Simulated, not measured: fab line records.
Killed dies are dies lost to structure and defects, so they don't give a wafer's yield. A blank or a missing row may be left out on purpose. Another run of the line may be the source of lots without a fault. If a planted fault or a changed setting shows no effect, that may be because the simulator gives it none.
8D (eight disciplines) problem report, filled in by code :: flow sky130 :: the parts of the form that need people (team, actions taken, sign-off) are left out

== 1. PROBLEM STATEMENT ==
Wafers without a fault read 3000.5 rpm, standard deviation 2.2; spin-speed-rpm at SKY_CAPM_COAT_07 reads a mean of 2912.0 rpm on 9 wafers belonging to 3 lots. That puts it -40 standard deviations away from the usual mean.
The step: resist thk 1140 nm.
First observed at day 40 04:29: wafer L395.2, on litho-track-01. At this step, 33 wafers from 11 lots have a number in the record. Rule for "out", or "out of limits": more than 4 standard deviations from the usual mean. The rest of the wafers with a number are treated as sound.

== 2. WHAT IT IS; WHAT IT IS NOT ==
question: which readings at this step
is: spin-speed-rpm
is not: -

question: which lots
is: L395, L396, L397
is not: L384, L386, L387, L391, L393, L398, L405, L406

question: which wafers of those lots
is: all that have a number
is not: -

question: read on which tools
is: litho-track-01
is not: litho-track-03, litho-track-04

question: when
is: from day 40 04:29
is not: up to then (15 sound wafers); but 9 sound wafers of L398, L405, L406 came after

== 3. SUSPECTS, AND WHAT RULES EACH OUT ==
Counting: a tool at any process step up to the reading remains a suspect when it ran all the lots that are out and ran no sound lot after the first of those.
- litho-track-01 at SKY_CAPM_COAT_07 (resist thk 1140 nm): kept. It processed each lot that is out, first L395 at day 40 04:29, and no sound lot thereafter; up to then, the last sound lot it processed was L393 at day 40 00:04. Its own spin-speed-rpm readings are out on those wafers.
After counting, what remains is litho-track-01 at SKY_CAPM_COAT_07.

== 4. THE CAUSE (what the simulator had put in) ==
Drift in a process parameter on litho-track-01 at SKY_CAPM_COAT_07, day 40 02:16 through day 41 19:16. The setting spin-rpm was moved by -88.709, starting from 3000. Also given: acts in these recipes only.
This tool alone remained once counting was done.

== 5. SEQUENCE OF EFFECTS, ordered by route ==
Rows list readings where the struck wafers' mean (over those with a number) sits beyond 3 standard deviations from the usual. Only readings whose record carries a usual standard deviation are examined. hours: median over the lots of the time between each lot's start at the first step of this table that gives one and its start at this step. sigmas: the change, counted in usual standard deviations.
hours: 0
step: SKY_CAPM_COAT_07
reading: spin-speed-rpm
usual: 3000.5 rpm
on struck wafers: 2912.0
change: -88.5
sigmas: -40
Process steps it contains:
- SKY_CAPM_COAT_07: resist thk 1140 nm.

== 6. WHAT WOULD HAVE CAUGHT IT SOONER ==
The fault began at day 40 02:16; the first out-of-limits reading in this record came at day 40 04:29, 2 hours later.
